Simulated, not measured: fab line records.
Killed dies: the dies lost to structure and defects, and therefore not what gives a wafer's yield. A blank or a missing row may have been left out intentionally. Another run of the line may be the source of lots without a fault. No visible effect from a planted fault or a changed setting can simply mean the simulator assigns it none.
A lot that was struck, set against a sound lot -- flow sky130 -- 16 steps out of a route of 708
Sound: the wafers L606.2, L606.4, L606.5. The struck wafers were L604.4, L604.5, L604.6. The cause is named last.
For every step that has rows: the tool of each side, followed by ch and its chambers, followed by its first start. Under that, the readings that differ: sound wafers -- struck wafers -- difference of the means -- sigmas: that difference in standard deviations of wafers without a fault.
alike: readings with means less than 2 such deviations apart, plus words and numbers identical on both sides. not compared: withheld readings, readings lacking a value on some wafer, bounds such as >300 that could conceal the same value, and numbers that have no deviation in the record and whose values overlap.
Wherever a step has rows on one side only, a row that says differs or no value, or a row with sigmas, the two part there. Non-overlapping numbers with no deviation appear without sigmas and do not part them. A reading that every wafer of one side lacks parts them only if that side has two wafers or more.

first, 1 step without rows for these wafers: SKY_VT_ADJUST_LVTN_IMPLANT_19.
SKY_VT_ADJUST_LVTN_STRIP_20: strips in O2/N2.
  sound on plasma_asher-02 ch 0,1, day 11 19:30; struck on plasma_asher-04 ch 0,1, day 11 13:50
  alike: drypump_motor_current_A, oes_product_au, strip_time_to_endpoint_s
  not compared: rf_hours_counter_h
SKY_VT_ADJUST_LVTN_TW_MEAS_21:
  sound: film_metro-03 at day 11 19:37; struck: film_metro-04 at day 11 13:55
  alike: VT_ADJUST_LVTN_2_TW
then, 7 steps without rows for these wafers: SKY_VT_ADJUST_NCORE_DEHYDRATE_00 (time 60 s); SKY_VT_ADJUST_NCORE_HMDS_01 (prime time 60 s); SKY_VT_ADJUST_NCORE_COAT_02 (resist thk 1140 nm); SKY_VT_ADJUST_NCORE_SOFTBAKE_03 (time 60 s); SKY_VT_ADJUST_NCORE_EXPOSE_04 (exposes mask LVTN COMPLEMENT THIN, target cd 380 nm); SKY_VT_ADJUST_NCORE_PEB_05; SKY_VT_ADJUST_NCORE_DEVELOP_06 (develop time 60 s).
SKY_VT_ADJUST_NCORE_CD_MEAS_07: target cd 380 nm.
  sound: cd_sem-02 at day 12 19:38; struck: cd_sem-02 at day 12 13:16
  alike: cd_nm
SKY_VT_ADJUST_NCORE_OVL_MEAS_08:
  sound: overlay-02 at day 12 19:44; struck: overlay-02 at day 12 13:21
  alike: VT_ADJUST_NCORE_OVL
SKY_VT_ADJUST_NCORE_IMPLANT_09:
  sound on implanter-01 ch 0, day 12 19:47; struck on implanter-02 ch 0, day 12 13:26
reading,sound,struck,difference,sigmas
dose_ions_cm2,2.4011e+12 2.4019e+12 2.3993e+12,2.1097e+12 2.1073e+12 2.1093e+12,-2.9200e+11,-99 or more
faraday_current_uA,13.26 13.50 13.26,11.65 11.42 12.00,-1.65,-6
SKY_VT_ADJUST_NCORE_STRIP_10: strips in O2/N2.
  sound on plasma_asher-02 ch 0, day 12 19:55; struck on plasma_asher-02 ch 0,1, day 12 13:33
  alike: drypump_motor_current_A, oes_product_au, strip_time_to_endpoint_s
  not compared: rf_hours_counter_h
SKY_VT_ADJUST_NCORE_TW_MEAS_11:
  sound: film_metro-04 at day 12 20:01; struck: film_metro-02 at day 12 13:52
reading,sound,struck,difference,sigmas
VT_ADJUST_NCORE_TW,220.9 221.1 220.2,212.0 213.6 211.9,-8.2,-7
  not compared: hold
-- the record jumps here: 37 days lie between the struck wafers' starts before and after (it left off in module VT_ADJUST_NCORE and takes up again in module PAD_OPEN, whose first step shown is number 708 of the route) --
SKY_PAD_OPEN_PROBE_99:
  sound: prober-02 at day 49 20:55; struck: prober-01 at day 49 15:11
reading,sound,struck,difference,sigmas
model.etest.nfet_16v.r_on_ohm_um,1.402e+04 1.416e+04 1.418e+04,1.348e+04 1.341e+04 1.343e+04,-6.800e+02,
model.etest.pfet_g5v0d10v5.r_on_ohm_um,4648 4677 4666,4838 4872 4880,+200,
model.etest.res_pwell_under_gate.rs_ohm_sq,2267 2282 2285,2314 2298 2296,+25,
model.etest.nfet_g5v0d10v5.drive_ua_um,623.5 620.9 621.5,629.9 629.9 627.4,+7.1,
model.etest.pfet_g5v0d10v5.drive_ua_um,350.9 350.4 353.9,327.7 329.4 328.4,-23.2,
model.etest.pfet_16v.drive_ua_um,249.8 253.2 252.7,228.7 227.2 228.7,-23.7,
model.etest.nfet_16v.drive_ua_um,227.8 228.1 228.4,236.3 236.9 237,+8.6,
  alike: killed_at_M0_to_M3, killed_at_M4_up, killed_at_contacts, killed_at_front_end, killed_at_other, killed_dies, killed_open, killed_short
  not compared: model.etest.nfet_g5v0d10v5.r_on_ohm_um

WHERE THEY PART
Earliest at SKY_VT_ADJUST_NCORE_IMPLANT_09; latest, in this record, at SKY_VT_ADJUST_NCORE_TW_MEAS_11. Later steps at which nothing parts them and some readings are alike: SKY_PAD_OPEN_PROBE_99.

WHY: the cause the simulator had injected
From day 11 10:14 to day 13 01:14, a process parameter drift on implanter-02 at SKY_VT_ADJUST_NCORE_IMPLANT_09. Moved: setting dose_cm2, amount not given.
